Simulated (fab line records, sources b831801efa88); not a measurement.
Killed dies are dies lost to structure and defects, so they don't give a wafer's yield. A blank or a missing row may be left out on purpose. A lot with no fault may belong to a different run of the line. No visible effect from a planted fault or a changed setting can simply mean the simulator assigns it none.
Tool commonality check / flow sky130 / 42 wafers sampled across 14 lots

## REASON FOR OPENING
On 2 of the 14 lots, a flag is raised at SKY_CONTACT_CD_MEAS_14 on the reading cd nm. Wafers without a fault read 170.1 nm, standard deviation 1.5.
Rule: a lot is flagged in two cases, either no wafer of it has a number, or all its wafers with numbers fall more than 4 standard deviations from that mean. As for the other lots, they are considered sound.

lot=L591; measured=day 33 02:30; on=cd sem-01; cd nm (nm), wafer by wafer=171.1 171.1 170.1; flag=
lot=L592; measured=day 33 13:43; on=cd sem-02; cd nm (nm), wafer by wafer=171.8 170.4 169.9; flag=
lot=L593; measured=day 33 13:44; on=cd sem-01; cd nm (nm), wafer by wafer=169.8 170.2 170.0; flag=
lot=L597; measured=day 34 22:55; on=cd sem-01; cd nm (nm), wafer by wafer=172.6 171.7 172.9; flag=
lot=L600; measured=day 36 05:19; on=cd sem-02; cd nm (nm), wafer by wafer=169.5 169.6 169.9; flag=
lot=L601; measured=day 36 11:32; on=cd sem-01; cd nm (nm), wafer by wafer=171.2 170.8 170.7; flag=
lot=L602; measured=day 37 00:14; on=cd sem-01; cd nm (nm), wafer by wafer=180.4 179.9 180.0; flag=FLAGGED
lot=L603; measured=day 37 04:39; on=cd sem-01; cd nm (nm), wafer by wafer=180.0 180.6 181.0; flag=FLAGGED
lot=L604; measured=day 37 11:56; on=cd sem-02; cd nm (nm), wafer by wafer=169.4 171.4 171.0; flag=
lot=L607; measured=day 38 10:25; on=cd sem-01; cd nm (nm), wafer by wafer=167.4 170.6 169.3; flag=
lot=L610; measured=day 39 05:46; on=cd sem-01; cd nm (nm), wafer by wafer=167.4 166.9 167.4; flag=
lot=L611; measured=day 39 06:36; on=cd sem-01; cd nm (nm), wafer by wafer=172.2 171.8 170.9; flag=
lot=L612; measured=day 39 13:25; on=cd sem-01; cd nm (nm), wafer by wafer=169.9 169.0 168.5; flag=
lot=L614; measured=day 39 21:37; on=cd sem-01; cd nm (nm), wafer by wafer=170.8 170.5 170.7; flag=
The mean of the flagged lots' numbers is 180.3 nm, +10.2 nm from the usual (+7 standard deviations).

## WHICH TOOL RAN EACH LOT
The record keeps 1 process step preceding the reading, out of 708 steps on the route. Each cell gives the tool, then ch followed by the chambers the sampled wafers passed through, then the start.
lot=L591; flag=; SKY_CONTACT_SOFTBAKE_10=litho track-03 ch 0, day 32 10:00
lot=L592; flag=; SKY_CONTACT_SOFTBAKE_10=litho track-02 ch 0, day 32 23:00
lot=L593; flag=; SKY_CONTACT_SOFTBAKE_10=litho track-03 ch 0, day 32 22:00
lot=L597; flag=; SKY_CONTACT_SOFTBAKE_10=litho track-03 ch 0, day 34 10:00
lot=L600; flag=; SKY_CONTACT_SOFTBAKE_10=litho track-01 ch 0, day 35 16:00
lot=L601; flag=; SKY_CONTACT_SOFTBAKE_10=litho track-03 ch 0, day 35 22:00
lot=L602; flag=FLAGGED; SKY_CONTACT_SOFTBAKE_10=litho track-02 ch 0, day 36 10:00
lot=L603; flag=FLAGGED; SKY_CONTACT_SOFTBAKE_10=litho track-02 ch 0, day 36 15:00
lot=L604; flag=; SKY_CONTACT_SOFTBAKE_10=litho track-01 ch 0, day 36 23:00
lot=L607; flag=; SKY_CONTACT_SOFTBAKE_10=litho track-03 ch 0, day 37 21:00
lot=L610; flag=; SKY_CONTACT_SOFTBAKE_10=litho track-02 ch 0, day 38 16:00
lot=L611; flag=; SKY_CONTACT_SOFTBAKE_10=litho track-02 ch 0, day 38 18:00
lot=L612; flag=; SKY_CONTACT_SOFTBAKE_10=litho track-03 ch 0, day 39 00:00
lot=L614; flag=; SKY_CONTACT_SOFTBAKE_10=litho track-01 ch 0, day 39 08:00
What is done by these steps:
- SKY_CONTACT_SOFTBAKE_10: time 90 s.
- SKY_CONTACT_CD_MEAS_14: target cd 170 nm.

## FLAGGED OVER TOTAL, TOOL BY TOOL (the gauges that took the reading come last)
step=SKY_CONTACT_SOFTBAKE_10; tool=litho track-01; lots run=3; flagged=0; share of the flagged lots=none; sound lots run after its first flagged lot=-
step=SKY_CONTACT_SOFTBAKE_10; tool=litho track-02; lots run=5; flagged=2; share of the flagged lots=all; sound lots run after its first flagged lot=2 (L610,L611)
step=SKY_CONTACT_SOFTBAKE_10; tool=litho track-03; lots run=6; flagged=0; share of the flagged lots=none; sound lots run after its first flagged lot=-
step=SKY_CONTACT_CD_MEAS_14; tool=cd sem-01; lots run=11; flagged=2; share of the flagged lots=all; sound lots run after its first flagged lot=5 (L607,L610,L611,L612,L614)
step=SKY_CONTACT_CD_MEAS_14; tool=cd sem-02; lots run=3; flagged=0; share of the flagged lots=none; sound lots run after its first flagged lot=-

## WHAT IS ALLOWED BY THE TABLE
Rows of the table that ran all the flagged lots, 2 in number: litho track-02 at SKY_CONTACT_SOFTBAKE_10; cd sem-01 at SKY_CONTACT_CD_MEAS_14.
- litho track-02 at SKY_CONTACT_SOFTBAKE_10 ran 5 lots, 2 of them flagged. After the first flagged lot (L610, L611), sound lots still ran on it; a lasting fault on the whole tool would not permit that. Its own readings (heater power total W, plate temp C) fall more than 4 standard deviations out on all wafers of the flagged lots.
- cd sem-01 at SKY_CONTACT_CD_MEAS_14 ran 11 lots, 2 of them flagged. After the first flagged lot (L607, L610, L611, L612, L614), sound lots still ran on it; a lasting fault on the whole tool would not permit that.
Every row of the table either missed a flagged lot or ran a sound lot after the first.

## WHAT THE SIMULATOR HAD INSERTED
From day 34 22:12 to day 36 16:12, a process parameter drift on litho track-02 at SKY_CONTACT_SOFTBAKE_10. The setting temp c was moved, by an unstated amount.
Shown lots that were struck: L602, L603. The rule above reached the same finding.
